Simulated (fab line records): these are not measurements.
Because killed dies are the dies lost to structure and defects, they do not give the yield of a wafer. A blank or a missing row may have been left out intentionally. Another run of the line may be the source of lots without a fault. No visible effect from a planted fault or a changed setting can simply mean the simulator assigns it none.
Which tool is to blame? -- flow sky130 -- 12 lots with 36 wafers sampled at 2 steps, on a route of 708 steps

## WHAT EACH GAUGE READ, for each wafer
SKY_VT_ADJUST_HVTR_CD_MEAS_07: target cd 380 nm. Usual: cd nm at 379.9 nm, with a standard deviation of 2.1.
lot,measured,on,cd nm (nm),flag
L937,day 9 23:27,cd sem-01,377.8 376.1 377.7,
L939,day 10 08:46,cd sem-02,380.3 381.3 376.7,
L942,day 12 01:46,cd sem-01,385.0 382.1 381.6,
L945,day 12 12:21,cd sem-02,380.6 381.0 383.9,
L944,day 12 12:40,cd sem-01,376.4 375.7 377.3,
L946,day 13 02:56,cd sem-02,381.1 382.5 381.8,
L953,day 15 10:50,cd sem-02,380.4 380.3 379.9,
L951,day 15 10:49,cd sem-01,381.2 380.0 381.2,
L952,day 15 11:28,cd sem-01,381.4 380.0 378.6,
L954,day 16 01:20,cd sem-02,373.5 375.9 375.4,
L955,day 16 09:19,cd sem-01,382.9 382.5 383.3,
L958,day 16 18:40,cd sem-02,380.8 378.3 380.4,

## EACH LOT AND THE TOOL THAT RAN IT (in order: tool; ch and the chambers of the sampled wafers; start)
lot,SKY_VT_ADJUST_LVTN_STRIP_09
L937,"plasma asher-04 ch 0,1, day 7 07:51"
L939,"plasma asher-03 ch 0,1, day 7 16:48"
L942,"plasma asher-02 ch 0,1, day 9 04:45"
L945,"plasma asher-04 ch 0, day 9 13:15"
L944,"plasma asher-02 ch 0,1, day 9 13:58"
L946,"plasma asher-02 ch 0,1, day 10 02:29"
L953,"plasma asher-02 ch 0,1, day 12 03:56"
L951,"plasma asher-04 ch 0,1, day 12 04:32"
L952,"plasma asher-02 ch 0,1, day 12 04:41"
L954,"plasma asher-03 ch 0,1, day 12 17:55"
L955,"plasma asher-03 ch 0,1, day 13 02:00"
L958,"plasma asher-02 ch 0,1, day 13 09:33"
- SKY_VT_ADJUST_LVTN_STRIP_09: strips in O2/N2.

## WHAT THE TOOLS THEMSELVES READ (means of the sampled wafers that have a number; where no wafer has one, the mark that the record gives instead)
SKY_VT_ADJUST_LVTN_STRIP_09. Usual: drypump motor current A 5.5 A, standard deviation 0.36; o2 flow sccm 3001 sccm, standard deviation 9; oes product au 0.723 a.u., standard deviation 0.0046; strip time to endpoint s 36.94 s, standard deviation 0.11.
lot,tool,drypump motor current A (A),o2 flow sccm (sccm),oes product au (a.u.),strip time to endpoint s (s),flag
L937,plasma asher-04,5.8,3004,0.721,36.82,
L939,plasma asher-03,5.5,2995,0.721,36.89,
L942,plasma asher-02,5.3,2997,0.722,36.86,
L945,plasma asher-04,5.8,3005,0.722,36.94,
L944,plasma asher-02,5.7,3007,0.725,36.79,
L946,plasma asher-02,5.3,3013,0.722,36.73,
L953,plasma asher-02,5.7,2999,0.723,36.92,
L951,plasma asher-04,5.8,2995,0.723,37.01,
L952,plasma asher-02,5.7,2993,0.722,36.95,
L954,plasma asher-03,5.4,3011,0.726,36.88,
L955,plasma asher-03,5.4,2999,0.725,36.97,
L958,plasma asher-02,5.3,3010,0.724,37.09,

## THE ANSWER, worked out from the rows above alone
Rule: lot off if the mean of its wafers having a number is beyond 3 standard deviations from the usual mean. A lot without any number at a reading at which 4 lots or more have one is off too. All remaining lots with rows at the step are treated as sound. First the gauges in route order, then the tools' own readings, where a lot's mean is used as printed above. The first step at which some lot is off is used, and at that step the reading that is off furthest; a lot without a number counts as furthest.
None of the lots is off at any reading shown; this tells nothing.

## WHAT THE SIMULATOR PUT IN
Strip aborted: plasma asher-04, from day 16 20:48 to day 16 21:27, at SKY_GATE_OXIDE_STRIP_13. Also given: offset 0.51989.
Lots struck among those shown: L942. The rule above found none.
